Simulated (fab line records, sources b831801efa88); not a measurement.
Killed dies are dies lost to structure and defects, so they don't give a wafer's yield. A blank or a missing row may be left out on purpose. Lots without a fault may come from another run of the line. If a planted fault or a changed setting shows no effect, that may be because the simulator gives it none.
Which tool was responsible? :: flow gf180mcu :: 45 wafers from 15 lots sampled at 5 of the route's 602 steps

WHAT THE GAUGES SHOWED, per wafer
GF_MVSD_TW_MEAS_11. Usual: MVSD_TW gives 1569 (standard deviation 16).
lot: L241
measured: day 4 09:18
on: film metro-04
MVSD_TW: 1593 1589 1585
flag: 

lot: L242
measured: day 4 15:10
on: film metro-01
MVSD_TW: 1553 1560 1560
flag: 

lot: L243
measured: day 4 22:38
on: film metro-01
MVSD_TW: 1547 1544 1542
flag: 

lot: L244
measured: day 5 02:12
on: film metro-01
MVSD_TW: 1574 1575 1559
flag: 

lot: L245
measured: day 5 08:04
on: film metro-01
MVSD_TW: 1560 1558 1565
flag: 

lot: L246
measured: day 5 20:36
on: film metro-04
MVSD_TW: 1595 1586 1594
flag: 

lot: L247
measured: day 5 21:18
on: film metro-01
MVSD_TW: 1559 1566 1565
flag: 

lot: L248
measured: day 6 04:32
on: film metro-04
MVSD_TW: 1607 1600 1595
flag: 

lot: L251
measured: day 6 20:23
on: film metro-01
MVSD_TW: 1551 1552 1556
flag: 

lot: L254
measured: day 7 13:36
on: film metro-01
MVSD_TW: 1572 1562 1559
flag: 

lot: L255
measured: day 7 21:20
on: film metro-04
MVSD_TW: 1578 1581 1584
flag: 

lot: L260
measured: day 8 23:22
on: film metro-01
MVSD_TW: 1556 1556 1557
flag: 

lot: L261
measured: day 9 07:38
on: film metro-01
MVSD_TW: 1565 1570 1569
flag: 

lot: L262
measured: day 9 14:46
on: film metro-02
MVSD_TW: 1561 1568 1559
flag: 

lot: L264
measured: day 9 21:51
on: film metro-01
MVSD_TW: 1557 1566 1570
flag: 

GF_DUAL_GATE_OVL_MEAS_11. Usual: DUAL_GATE_OVL gives 0.2 nm (standard deviation 1.7).
lot: L241
measured: day 8 07:14
on: overlay-02
DUAL_GATE_OVL (nm): -2.6 -1.4 -2.5
flag: 

lot: L242
measured: day 8 14:53
on: overlay-02
DUAL_GATE_OVL (nm): 1.0 0.4 0.4
flag: 

lot: L243
measured: day 9 05:14
on: overlay-02
DUAL_GATE_OVL (nm): -1.1 -0.8 -2.0
flag: 

lot: L244
measured: day 9 05:37
on: overlay-02
DUAL_GATE_OVL (nm): -1.1 -2.7 -0.4
flag: 

lot: L245
measured: day 9 12:24
on: overlay-01
DUAL_GATE_OVL (nm): -2.1 -1.7 -1.7
flag: 

lot: L246
measured: day 9 22:36
on: overlay-01
DUAL_GATE_OVL (nm): 2.3 1.2 0.5
flag: 

lot: L247
measured: day 10 03:34
on: overlay-01
DUAL_GATE_OVL (nm): 0.5 1.8 0.3
flag: 

lot: L248
measured: day 10 09:24
on: overlay-02
DUAL_GATE_OVL (nm): 0.3 1.2 0.9
flag: 

lot: L251
measured: day 11 01:32
on: overlay-01
DUAL_GATE_OVL (nm): 55.5 55.1 55.1
flag: OFF

lot: L254
measured: day 12 02:20
on: overlay-01
DUAL_GATE_OVL (nm): 57.0 56.1 56.1
flag: OFF

lot: L255
measured: day 12 10:46
on: overlay-02
DUAL_GATE_OVL (nm): 59.2 57.7 59.6
flag: OFF

lot: L260
measured: day 13 18:48
on: overlay-02
DUAL_GATE_OVL (nm): -1.6 -2.6 -1.0
flag: 

lot: L261
measured: day 14 02:41
on: overlay-01
DUAL_GATE_OVL (nm): 3.6 2.3 0.3
flag: 

lot: L262
measured: day 14 13:07
on: overlay-01
DUAL_GATE_OVL (nm): 1.7 3.2 2.3
flag: 

lot: L264
measured: day 14 20:33
on: overlay-01
DUAL_GATE_OVL (nm): 2.0 2.4 1.5
flag: 

GF_SAB_OVL_MEAS_10. Usual: SAB_OVL gives -0.7 nm (standard deviation 1.2).
lot: L241
measured: day 15 08:04
on: overlay-02
SAB_OVL (nm): -1.4 0.1 0.2
flag: 

lot: L242
measured: day 15 15:58
on: overlay-01
SAB_OVL (nm): -0.1 0.4 -0.2
flag: 

lot: L243
measured: day 16 04:52
on: overlay-01
SAB_OVL (nm): -2.6 -2.2 -0.5
flag: 

lot: L244
measured: day 16 05:17
on: overlay-01
SAB_OVL (nm): 0.2 1.7 1.4
flag: 

lot: L245
measured: day 16 13:49
on: overlay-01
SAB_OVL (nm): -1.0 0.5 -1.7
flag: 

lot: L246
measured: day 17 02:41
on: overlay-01
SAB_OVL (nm): 0.3 0.7 0.9
flag: 

lot: L247
measured: day 17 07:40
on: overlay-02
SAB_OVL (nm): -1.8 -1.5 -0.5
flag: 

lot: L248
measured: day 17 19:13
on: overlay-02
SAB_OVL (nm): -2.0 0.7 -0.9
flag: 

lot: L251
measured: day 18 15:17
on: overlay-01
SAB_OVL (nm): -0.8 0.5 0.3
flag: 

lot: L254
measured: day 19 23:01
on: overlay-01
SAB_OVL (nm): -1.1 0.1 0.2
flag: 

lot: L255
measured: day 20 06:14
on: overlay-01
SAB_OVL (nm): -0.8 -2.3 0.6
flag: 

lot: L260
measured: day 21 20:43
on: overlay-01
SAB_OVL (nm): 0.9 -0.1 -0.4
flag: 

lot: L261
measured: day 22 05:35
on: overlay-01
SAB_OVL (nm): -0.9 -1.1 -0.2
flag: 

lot: L262
measured: day 22 17:12
on: overlay-02
SAB_OVL (nm): -2.6 -3.3 -2.2
flag: 

lot: L264
measured: day 22 23:35
on: overlay-01
SAB_OVL (nm): -1.6 -0.3 -1.6
flag: 

GF_SALICIDE_THK_MEAS_05: measures by xrf. Usual: SALICIDE_TIN_THK gives 19.90 nm (standard deviation 0.24).
lot: L241
measured: day 15 08:37
on: film metro-01
SALICIDE_TIN_THK (nm): 20.17 19.92 20.10
flag: 

lot: L242
measured: day 15 16:32
on: film metro-04
SALICIDE_TIN_THK (nm): 19.65 19.68 19.77
flag: 

lot: L243
measured: day 16 05:25
on: film metro-03
SALICIDE_TIN_THK (nm): 19.83 19.87 19.91
flag: 

lot: L244
measured: day 16 05:50
on: film metro-04
SALICIDE_TIN_THK (nm): 19.92 19.76 19.71
flag: 

lot: L245
measured: day 16 14:23
on: film metro-01
SALICIDE_TIN_THK (nm): 19.87 19.98 19.93
flag: 

lot: L246
measured: day 17 03:20
on: film metro-01
SALICIDE_TIN_THK (nm): 20.22 20.25 20.12
flag: 

lot: L247
measured: day 17 08:13
on: film metro-01
SALICIDE_TIN_THK (nm): 20.48 20.27 20.33
flag: 

lot: L248
measured: day 17 19:46
on: film metro-01
SALICIDE_TIN_THK (nm): 19.70 19.67 19.71
flag: 

lot: L251
measured: day 18 15:50
on: film metro-03
SALICIDE_TIN_THK (nm): 20.13 20.43 20.17
flag: 

lot: L254
measured: day 19 23:34
on: film metro-04
SALICIDE_TIN_THK (nm): 19.77 19.78 19.63
flag: 

lot: L255
measured: day 20 06:51
on: film metro-01
SALICIDE_TIN_THK (nm): 19.95 19.52 19.67
flag: 

lot: L260
measured: day 21 21:17
on: film metro-04
SALICIDE_TIN_THK (nm): 19.85 19.80 19.97
flag: 

lot: L261
measured: day 22 06:18
on: film metro-04
SALICIDE_TIN_THK (nm): 19.49 19.70 19.67
flag: 

lot: L262
measured: day 22 17:47
on: film metro-04
SALICIDE_TIN_THK (nm): 19.79 19.82 19.86
flag: 

lot: L264
measured: day 23 00:09
on: film metro-04
SALICIDE_TIN_THK (nm): 19.64 19.53 19.70
flag: 

WHAT TOOL EACH LOT RAN ON (gives the tool, then ch and the chambers of the sampled wafers, and finally the start)
lot: L241
GF_DUAL_GATE_EXPOSE_08: iline stepper-02 ch 0, day 7 23:25

lot: L242
GF_DUAL_GATE_EXPOSE_08: iline stepper-01 ch 0, day 8 07:58

lot: L243
GF_DUAL_GATE_EXPOSE_08: iline stepper-01 ch 0, day 8 20:37

lot: L244
GF_DUAL_GATE_EXPOSE_08: iline stepper-02 ch 0, day 8 20:54

lot: L245
GF_DUAL_GATE_EXPOSE_08: iline stepper-01 ch 0, day 9 04:36

lot: L246
GF_DUAL_GATE_EXPOSE_08: iline stepper-01 ch 0, day 9 14:06

lot: L247
GF_DUAL_GATE_EXPOSE_08: iline stepper-02 ch 0, day 9 18:55

lot: L248
GF_DUAL_GATE_EXPOSE_08: iline stepper-01 ch 0, day 10 00:32

lot: L251
GF_DUAL_GATE_EXPOSE_08: iline stepper-02 ch 0, day 10 17:05

lot: L254
GF_DUAL_GATE_EXPOSE_08: iline stepper-02 ch 0, day 11 16:46

lot: L255
GF_DUAL_GATE_EXPOSE_08: iline stepper-02 ch 0, day 12 00:48

lot: L260
GF_DUAL_GATE_EXPOSE_08: iline stepper-01 ch 0, day 13 08:49

lot: L261
GF_DUAL_GATE_EXPOSE_08: iline stepper-01 ch 0, day 13 16:23

lot: L262
GF_DUAL_GATE_EXPOSE_08: iline stepper-01 ch 0, day 14 03:00

lot: L264
GF_DUAL_GATE_EXPOSE_08: iline stepper-01 ch 0, day 14 10:05
- GF_DUAL_GATE_EXPOSE_08: exposes mask Dualgate, target cd 700 nm.

AS READ BY THE TOOLS THEMSELVES (means over the sampled wafers that have a number; for cases with no such wafer, the mark the record gives instead)
The record holds no such reading with a usual standard deviation.

THE ANSWER, worked out from the rows above alone
Rule: a lot is off if the mean of its wafers that have a number lies more than 3 standard deviations from the usual mean. Also off: a lot with no number at a reading for which 4 or more lots have one. Where the step has rows for the other lots, those lots are counted as sound. The gauges are gone through in route order, then the tools' own readings, and for those a lot's mean is taken as printed above. At the first step where some lot is off, the reading lying furthest off is the one used; lots without a number count as furthest.
Off: at GF_DUAL_GATE_OVL_MEAS_11 (DUAL_GATE_OVL), L251, L254, L255.
If a tool, at a process step before that reading, ran all the lots that are off and no sound lot after the first of them, it fits. Gauges at GF_DUAL_GATE_OVL_MEAS_11: tried the same way as those tools. One fits: GF_DUAL_GATE_EXPOSE_08 on iline stepper-02. A fault onset in the window from L247 (day 9 18:55, its last sound lot) to L251 (day 10 17:05, its first lot off) fits.

WHAT HAD BEEN PUT IN BY THE SIMULATOR
Scanner matching overlay: iline stepper-02, from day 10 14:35 on, at GF_DUAL_GATE_EXPOSE_08. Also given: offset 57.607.
Struck lots among those shown: L251, L254, L255. Same finding as the rule above.
